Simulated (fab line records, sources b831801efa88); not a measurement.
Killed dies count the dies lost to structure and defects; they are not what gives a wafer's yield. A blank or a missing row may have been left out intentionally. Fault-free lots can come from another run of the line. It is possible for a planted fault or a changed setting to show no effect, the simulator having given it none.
Comparing a struck lot with a sound one / flow sky130 / 14 steps out of a route of 708
Sound: wafers L537.2, L537.3, L537.6. Wafers L546.1, L546.3, L546.5 were the ones struck. The cause is named last.
At each step with rows: each side's tool, then ch and its chambers, then its first start. Under that, the readings that differ: sound wafers / struck wafers / difference of the means / sigmas: that difference in standard deviations of wafers without a fault.
alike: readings whose means differ by less than 2 such deviations, and words and numbers that are the same on both sides. not compared: withheld readings, readings that some wafer has no value for, bounds like >300 that may hide the same value, and numbers for which the record gives no deviation and whose values overlap.
A row with sigmas, a row that says differs or no value, or rows on one side alone: a step with any of these is where the two part. When numbers do not overlap yet have no deviation, they are printed without sigmas and do not part them. Lack of a reading on every wafer of one side parts them only where that side has two or more wafers.

first, 5 steps without rows for these wafers: SKY_SONOS_TUNNEL_COAT_02 (resist thk 1140 nm); SKY_SONOS_TUNNEL_SOFTBAKE_03 (time 60 s); SKY_SONOS_TUNNEL_EXPOSE_04 (exposes mask TUNM, target cd 410 nm); SKY_SONOS_TUNNEL_PEB_05; SKY_SONOS_TUNNEL_DEVELOP_06 (develop time 60 s).
SKY_SONOS_TUNNEL_CD_MEAS_07 targets a cd of 410 nm.
  sound: cd sem-01 at day 13 02:07; struck: cd sem-01 at day 15 13:47
  alike: cd nm
SKY_SONOS_TUNNEL_OVL_MEAS_08:
  sound: overlay-01 at day 13 02:13; struck: overlay-02 at day 15 13:55
  alike: SONOS_TUNNEL_OVL
then, 3 steps without rows for these wafers: SKY_SONOS_TUNNEL_IMPLANT_09; SKY_SONOS_TUNNEL_WET_ETCH_10 (etches SiO2 in dHF, target depth 14 nm, time 280 s); SKY_SONOS_TUNNEL_STRIP_11 (strips in SPM, time 600 s).
SKY_SONOS_TUNNEL_TW_MEAS_12:
  sound: film metro-01 at day 13 02:51; struck: film metro-01 at day 15 14:21
  alike: SONOS_TUNNEL_TW
then, 1 step without rows for these wafers: SKY_SONOS_TUNNEL_CLEAN_13 (cleans in dHF, time 20 s).
SKY_SONOS_ONO_OXIDATION_00: stabilise 600 s, purge 300 s, target thk 2.6 nm.
  struck on furnace-02, day 15 17:26; sound on furnace-01 ch 0, day 13 04:06
  no value came back on the struck wafers for ox temp c (C), ox temp c max, spike tc lower C (C); on the sound wafers ox temp c (C) reads 800.7 799.7 800.3
then, 1 step without rows for these wafers: SKY_SONOS_ONO_CVD_02 (deposits Si3N4 from DCS/NH3, target thk 10.5 nm, time 180 s).

== WHERE THEY PART ==
Only at SKY_SONOS_ONO_OXIDATION_00, as far as this record shows.

WHY: what had been put in by the simulator
Step skipped in full: furnace-02, at SKY_SONOS_ONO_OXIDATION_00, from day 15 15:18 onward. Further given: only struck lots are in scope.
